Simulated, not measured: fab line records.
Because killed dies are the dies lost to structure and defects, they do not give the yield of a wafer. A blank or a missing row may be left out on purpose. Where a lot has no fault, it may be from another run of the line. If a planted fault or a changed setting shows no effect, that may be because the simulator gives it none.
A struck lot beside a sound one | flow sky130 | 43 out of 708 route steps
Sound: these wafers, L880.3, L880.4, L880.5. Wafers L868.3, L868.4, L868.6 were the ones struck. The cause is named last.
Per side, at each step with rows, come the tool, then ch with its chambers, and then its first start. Under that, the readings that differ: sound wafers | struck wafers | difference of the means | sigmas: that difference in standard deviations of wafers without a fault.
alike: readings whose means differ by less than 2 such deviations, and words and numbers that are the same on both sides. not compared: withheld readings, readings that some wafer has no value for, bounds like >300 that may hide the same value, and numbers for which the record gives no deviation and whose values overlap.
A row with sigmas, a row that says differs or no value, or rows on one side alone: a step with any of these is where the two part. When numbers do not overlap yet have no deviation, they are printed without sigmas and do not part them. A reading missing from all wafers of one side parts the sides only when that side holds two or more wafers.

first, 2 steps without rows for these wafers: SKY_LOCAL_INTERCONNECT_PEB_09; SKY_LOCAL_INTERCONNECT_DEVELOP_10 (develop time 60 s).
SKY_LOCAL_INTERCONNECT_CD_MEAS_11: target cd 170 nm.
  sound on cd_sem-02 at day 36 17:14; struck on cd_sem-01 at day 32 22:16
  alike: cd_nm
SKY_LOCAL_INTERCONNECT_OVL_MEAS_12:
  sound on overlay-02 at day 36 17:20; struck on overlay-01 at day 32 22:22
  alike: LOCAL_INTERCONNECT_OVL
SKY_LOCAL_INTERCONNECT_ETCH_13: etches BARC in N2/H2, stops on SiO2, time 45.9 s, target depth 60 nm.
  sound on rie_metal-04 ch 0,1, day 36 17:22; struck on rie_metal-03 ch 0,1, day 32 22:25
  alike: drypump_motor_current_A, n2_flow_sccm, oes_product_au, throttle_valve_pct
  not compared: rf_hours_counter_h
then, 6 steps without rows for these wafers: SKY_LOCAL_INTERCONNECT_METAL_ETCH_14 (etches TiN in Cl2/BCl3, stops on PSG, target depth 110 nm, time 31.4 s); SKY_LOCAL_INTERCONNECT_STRIP_15 (strips in O2/N2); SKY_LOCAL_INTERCONNECT_STRIP_16 (strips in post etch residue remover, time 1200 s); SKY_LOCAL_INTERCONNECT_CLEAN_17 (cleans in IPA, time 180 s); SKY_LOCAL_INTERCONNECT_CLEAN_18 (cleans in O3/DIW); SKY_CONTACT_CVD_00 (deposits Si3N4, target thk 75 nm).
SKY_CONTACT_THK_MEAS_01:
  sound on film_metro-01 at day 36 18:10; struck on film_metro-01 at day 32 23:09
  alike: CONTACT_CVD_00_THK
SKY_CONTACT_HDPCVD_02: deposits SiO2, target thk 565 nm, time 94.2 s.
  sound on hdpcvd-02 ch 1,2, day 36 18:12; struck on hdpcvd-01 ch 1,2, day 32 23:11
SKY_CONTACT_THK_MEAS_03:
  sound on film_metro-03 at day 36 18:17; struck on film_metro-02 at day 32 23:16
  alike: CONTACT_HDPCVD_THK
SKY_CONTACT_CMP_04: polishes SiO2.
  sound on cmp-02 ch 0,2,3, day 36 18:26; struck on cmp-01 ch 1,3, day 32 23:22
  alike: motor_current_A, platen_rpm, time_to_endpoint_s
SKY_CONTACT_BOW_MEAS_05:
  sound on film_metro-03 at day 36 18:40; struck on film_metro-03 at day 32 23:39
  alike: CONTACT_BOW
then, 8 steps without rows for these wafers: SKY_CONTACT_DEHYDRATE_06 (time 60 s); SKY_CONTACT_HMDS_07 (prime time 60 s); SKY_CONTACT_COAT_08 (resist thk 60 nm); SKY_CONTACT_COAT_09 (resist thk 450 nm); SKY_CONTACT_SOFTBAKE_10 (time 90 s); SKY_CONTACT_EXPOSE_11 (exposes mask CTM1, target cd 170 nm); SKY_CONTACT_PEB_12; SKY_CONTACT_DEVELOP_13 (develop time 60 s).
SKY_CONTACT_CD_MEAS_14: target cd 170 nm.
  sound on cd_sem-02 at day 37 20:17; struck on cd_sem-01 at day 34 00:01
  alike: cd_nm
SKY_CONTACT_OVL_MEAS_15:
  sound on overlay-01 at day 37 20:22; struck on overlay-02 at day 34 00:07
  alike: CONTACT_OVL
then, 7 steps without rows for these wafers: SKY_CONTACT_ETCH_16 (etches BARC in N2/H2, stops on SiO2, time 45.9 s, target depth 60 nm); SKY_CONTACT_ETCH_17 (etches SiO2 in C4F8/O2/Ar, stops on Si3N4, target depth 340 nm); SKY_CONTACT_ETCH_18 (etches Si3N4 in CHF3/O2, stops on TiN, time 39 s, target depth 75 nm); SKY_CONTACT_STRIP_19 (strips in O2/N2); SKY_CONTACT_STRIP_20 (strips in post etch residue remover, time 1200 s); SKY_CONTACT_CLEAN_21 (cleans in IPA, time 180 s); SKY_CONTACT_CLEAN_22 (cleans in O3/DIW).
SKY_CONTACT_SPUTTER_23: material TiN, target thk 20 nm, time 80 s.
  sound on pvd_sputter-04 at day 37 21:08; struck on pvd_sputter-03 at day 34 00:52
  alike: throttle_valve_pct
then, 1 step without rows for these wafers: SKY_CONTACT_CVD_24 (deposits W, target thk 340 nm, time 102.12 s).
SKY_CONTACT_RS_MEAS_25: the measuring method here is four-point-probe.
  sound on film_metro-03 at day 37 21:20; struck on film_metro-03 at day 34 01:05
  alike: CONTACT_W_RS
SKY_CONTACT_THK_MEAS_26: measures by xrf.
  sound on film_metro-03 at day 37 21:26; struck on film_metro-03 at day 34 01:11
  alike: CONTACT_W_THK
then, 1 step without rows for these wafers: SKY_CONTACT_CMP_27 (polishes, stops on SiO2, t overpolish 15 s, target thk 0 nm).
SKY_METAL1_SPUTTER_00: material Ti, target thk 15 nm, time 10 s.
  sound on pvd_sputter-03 at day 37 21:47; struck on pvd_sputter-02 at day 34 01:34
  alike: throttle_valve_pct
SKY_METAL1_SPUTTER_01: material TiN, target thk 20 nm, time 16.7 s.
  sound on pvd_sputter-03 at day 37 21:48; struck on pvd_sputter-02 at day 34 01:35
  alike: throttle_valve_pct
then, 2 steps without rows for these wafers: SKY_METAL1_SPUTTER_02 (material AlCu, target thk 250 nm, time 13.3 s); SKY_METAL1_SPUTTER_03 (material Ti, target thk 5 nm, time 3.3 s).
-- the record jumps here: 13 days lie between the struck wafers' starts before and after (it left off in module METAL1 and takes up again in module PAD_OPEN, whose first step shown is number 708 of the route) --
SKY_PAD_OPEN_PROBE_99:
  sound on prober-02 at day 50 10:36; struck on prober-02 at day 47 13:13
  reading            | sound    | struck                                                                     | difference                   | sigmas
  hold               | - - -    | await_dispo/5.8h/release await_dispo/5.8h/release await_dispo/5.8h/release | no value on the sound wafers |
  killed_at_contacts | 21 31 27 | 81 86 77                                                                   | +55                          | +11
  killed_dies        | 82 86 84 | 134 144 121                                                                | +49                          | +5
  alike: killed_at_M0_to_M3, killed_at_M4_up, killed_at_front_end, killed_at_other, killed_open, killed_short

== WHERE THEY PART ==
Only at SKY_PAD_OPEN_PROBE_99, within this record.

WHY: what had been put in by the simulator
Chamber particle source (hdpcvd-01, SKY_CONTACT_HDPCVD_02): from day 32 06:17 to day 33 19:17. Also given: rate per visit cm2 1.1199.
